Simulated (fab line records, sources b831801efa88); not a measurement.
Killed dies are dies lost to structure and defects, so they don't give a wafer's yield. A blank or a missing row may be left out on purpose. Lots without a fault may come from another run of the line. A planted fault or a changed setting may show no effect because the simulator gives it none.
A struck lot beside a sound one | flow sky130 | 28 steps out of a route of 708
Sound: wafers L100.3, L100.5, L100.6. Struck: wafers L106.2, L106.4, L106.5. The cause comes at the end.
At each step with rows: each side's tool, then ch and its chambers, then its first start. Under that, the readings that differ: sound wafers | struck wafers | difference of the means | sigmas: that difference in standard deviations of wafers without a fault.
alike: readings whose means differ by less than 2 such deviations, and words and numbers that are the same on both sides. not compared: withheld readings, readings that some wafer has no value for, bounds like >300 that may hide the same value, and numbers for which the record gives no deviation and whose values overlap.
The two part at a step that has a row with sigmas, a row that says differs or no value, or rows on one side only. Numbers that don't overlap but have no deviation are shown without sigmas and don't part them. A reading that every wafer of one side lacks parts them only if that side has two wafers or more.

first, 1 step without rows for these wafers: SKY_VIA4_ETCH_12 (etches SiO2 in C4F8/O2/Ar, stops on TiN, target depth 580 nm).
SKY_VIA4_STRIP_13: strips in O2/N2.
  sound on plasma_asher-01 ch 0,1, day 45 08:46; struck on plasma_asher-01 ch 0,1, day 46 18:29
  alike: drypump_motor_current_A, oes_product_au, strip_time_to_endpoint_s
  not compared: rf_hours_counter_h
then, 3 steps without rows for these wafers: SKY_VIA4_STRIP_14 (strips in post etch residue remover, time 1200 s); SKY_VIA4_CLEAN_15 (cleans in IPA, time 180 s); SKY_VIA4_CLEAN_16 (cleans in O3/DIW).
SKY_VIA4_SPUTTER_17: material TiN, target thk 20 nm, time 80 s.
  sound on pvd_sputter-03, day 45 09:20; struck on pvd_sputter-03, day 46 19:05
  alike: chamber_pressure_pa, throttle_valve_pct
then, 1 step without rows for these wafers: SKY_VIA4_CVD_18 (deposits W, target thk 505 nm, time 152.14 s).
SKY_VIA4_RS_MEAS_19: measures by four-point-probe.
  sound on film_metro-04, day 45 09:35; struck on film_metro-03, day 46 19:19
  alike: VIA4_W_RS
SKY_VIA4_THK_MEAS_20: measures by xrf.
  sound on film_metro-04, day 45 09:41; struck on film_metro-03, day 46 19:25
  alike: VIA4_W_THK
then, 1 step without rows for these wafers: SKY_VIA4_CMP_21 (polishes, stops on SiO2, t overpolish 25 s, target thk 0 nm).
SKY_METAL5_SPUTTER_00: material Ti, target thk 15 nm, time 10 s.
  sound on pvd_sputter-01, day 45 10:01; struck on pvd_sputter-01, day 46 19:46
  alike: chamber_pressure_pa, throttle_valve_pct
then, 1 step without rows for these wafers: SKY_METAL5_SPUTTER_01 (material TiN, target thk 20 nm, time 16.7 s).
SKY_METAL5_SPUTTER_02: material AlCu, target thk 1150 nm, time 61.2 s.
  sound on pvd_sputter-01, day 45 10:04; struck on pvd_sputter-01, day 46 19:49
  reading                  | sound                | struck               | difference | sigmas
  chamber_pressure_pa (Pa) | 0.3980 0.4004 0.4004 | 0.4320 0.4329 0.4329 | +0.0330    | +41
  alike: throttle_valve_pct
then, 2 steps without rows for these wafers: SKY_METAL5_SPUTTER_03 (material Ti, target thk 5 nm, time 3.3 s); SKY_METAL5_SPUTTER_04 (material TiN, target thk 70 nm, time 58.3 s).
SKY_METAL5_RS_MEAS_05: measures by four-point-probe.
  sound on film_metro-04, day 45 10:14; struck on film_metro-04, day 46 19:58
  alike: METAL5_ALCU_RS
SKY_METAL5_THK_MEAS_06: measures by xrf.
  sound on film_metro-04, day 45 10:20; struck on film_metro-04, day 46 20:04
  alike: METAL5_ALCU_THK
then, 7 steps without rows for these wafers: SKY_METAL5_DEHYDRATE_07 (time 60 s); SKY_METAL5_HMDS_08 (prime time 60 s); SKY_METAL5_COAT_09 (resist thk 1800 nm); SKY_METAL5_SOFTBAKE_10 (time 60 s); SKY_METAL5_EXPOSE_11 (exposes mask MM5, target cd 1600 nm); SKY_METAL5_PEB_12; SKY_METAL5_DEVELOP_13 (develop time 60 s).
SKY_METAL5_DESCUM_14: chemistry O2, time 11 s.
  sound on rie_metal-04 ch 0,1, day 46 06:47; struck on rie_metal-04 ch 0,1, day 47 15:47
  alike: drypump_motor_current_A, oes_product_au
  not compared: rf_hours_counter_h
SKY_METAL5_METAL_ETCH_15: etches the open film in Cl2/BCl3, stops on SiO2, target depth 1260 nm, time 252 s.
  sound on rie_metal-04 ch 0,1, day 46 06:53; struck on rie_metal-04 ch 0,1, day 47 15:49
  reading                            | sound          | struck         | difference | sigmas
  model.METAL5.feature_depth_nm (nm) | 1264 1264 1269 | 1263 1244 1262 | -9         |
  model.etch.depth_nm (nm)           | 1264 1264 1269 | 1263 1244 1262 | -9         |
  alike: bias_w, drypump_motor_current_A, oes_product_au, throttle_valve_pct
  not compared: rf_hours_counter_h
SKY_METAL5_STRIP_16: strips in O2/N2.
  sound on plasma_asher-01 ch 0,1, day 46 07:04; struck on plasma_asher-03 ch 0,1, day 47 16:03
  alike: drypump_motor_current_A, oes_product_au, strip_time_to_endpoint_s
  not compared: rf_hours_counter_h
SKY_PAD_OPEN_PROBE_99:
  sound on prober-02, day 48 01:55; struck on prober-01, day 49 07:56
  alike: defect_limited_yield, killed_at_M0_to_M3, killed_at_M4_up, killed_at_contacts, killed_at_front_end, killed_at_other, killed_dies, killed_open, killed_short, sort_bin_3_pad_short, sort_bin_5_function, sort_bin_6_memory, sort_n_pass, sort_yield_pct

WHERE THEY PART
Only at SKY_METAL5_SPUTTER_02, within this record. Later steps at which nothing parts them and some readings are alike: SKY_METAL5_RS_MEAS_05, SKY_METAL5_THK_MEAS_06, SKY_METAL5_DESCUM_14, SKY_METAL5_METAL_ETCH_15, SKY_METAL5_STRIP_16, SKY_PAD_OPEN_PROBE_99.

WHY: what the simulator had put in
Process parameter drift: pvd_sputter-01, from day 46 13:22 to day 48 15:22, at SKY_METAL5_SPUTTER_02. Setting chamber_pressure_pa, moved by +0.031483, from 0.4. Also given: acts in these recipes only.
